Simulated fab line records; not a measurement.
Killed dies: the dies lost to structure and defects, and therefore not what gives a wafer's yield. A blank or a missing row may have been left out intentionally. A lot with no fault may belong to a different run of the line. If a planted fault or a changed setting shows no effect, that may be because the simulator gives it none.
Which tool was responsible? :: flow gf180mcu :: 6 lots, 17 wafers sampled, at 2 steps of a route of 602

== WHAT EACH GAUGE READ, for each wafer ==
GF_STI_THK_MEAS_24.
lot: L689
measured: day 2 14:51
on: film metro-02
STI_CVD_23_THK (nm): 659 652 655

lot: L692
measured: day 3 06:44
on: film metro-01
STI_CVD_23_THK (nm): 648 647 649

lot: L694
measured: day 3 14:54
on: film metro-01
STI_CVD_23_THK (nm): 652 649 640

lot: L698
measured: day 4 12:54
on: film metro-04
STI_CVD_23_THK (nm): 644 642 657

lot: L706
measured: day 6 05:49
on: film metro-01
STI_CVD_23_THK (nm): 655 659 334

lot: L709
measured: day 6 21:37
on: film metro-02
STI_CVD_23_THK (nm): 658 334

== EACH LOT AND THE TOOL THAT RAN IT (in order: tool; ch and the chambers of the sampled wafers; start) ==
lot: L689
GF_STI_CVD_23: hdpcvd-02 ch 0,1,2, day 2 14:46

lot: L692
GF_STI_CVD_23: hdpcvd-01 ch 0,1,2, day 3 06:40

lot: L694
GF_STI_CVD_23: hdpcvd-01 ch 1,2, day 3 14:49

lot: L698
GF_STI_CVD_23: hdpcvd-02 ch 0,1,2, day 4 12:50

lot: L706
GF_STI_CVD_23: hdpcvd-02 ch 1,2, day 6 05:43

lot: L709
GF_STI_CVD_23: hdpcvd-02 ch 0,1, day 6 21:32
- GF_STI_CVD_23: deposits SiO2, target thk 650 nm, time 108.3 s.

== THE ANSWER, worked out from the rows above alone ==
Rule: the usual values come from the lots themselves. The widest of any qualifying gaps counts: lots, ordered by their means at a reading, are off when they make up no more than a third of the lots, leave a main group of 4 or more, and stand apart from it by 3 or more times the standard deviation of that group's means. A main group is skipped when, at the precision printed for the reading in the tables above, its means are all equal. A lot without any number at a reading at which 4 lots or more have one is off too. Any other lot the step has rows for is counted as sound.
Off: at GF_STI_THK_MEAS_24 (STI_CVD_23_THK), L706, L709. The main group: mean 650 nm, standard deviation 3.4.
A tool fits if, at a process step before that reading, it ran every lot that is off, and no sound lot after the first of them. The gauges at GF_STI_THK_MEAS_24 are tried like those tools. One fits: GF_STI_CVD_23 on hdpcvd-02. Its last sound lot is L698 (day 4 12:50), its first lot that is off L706 (day 6 05:43): a fault that began between those two fits.

== WHAT HAD BEEN PUT IN BY THE SIMULATOR ==
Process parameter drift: hdpcvd-02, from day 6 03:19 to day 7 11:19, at GF_STI_CVD_23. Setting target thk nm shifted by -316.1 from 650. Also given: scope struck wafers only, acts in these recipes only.
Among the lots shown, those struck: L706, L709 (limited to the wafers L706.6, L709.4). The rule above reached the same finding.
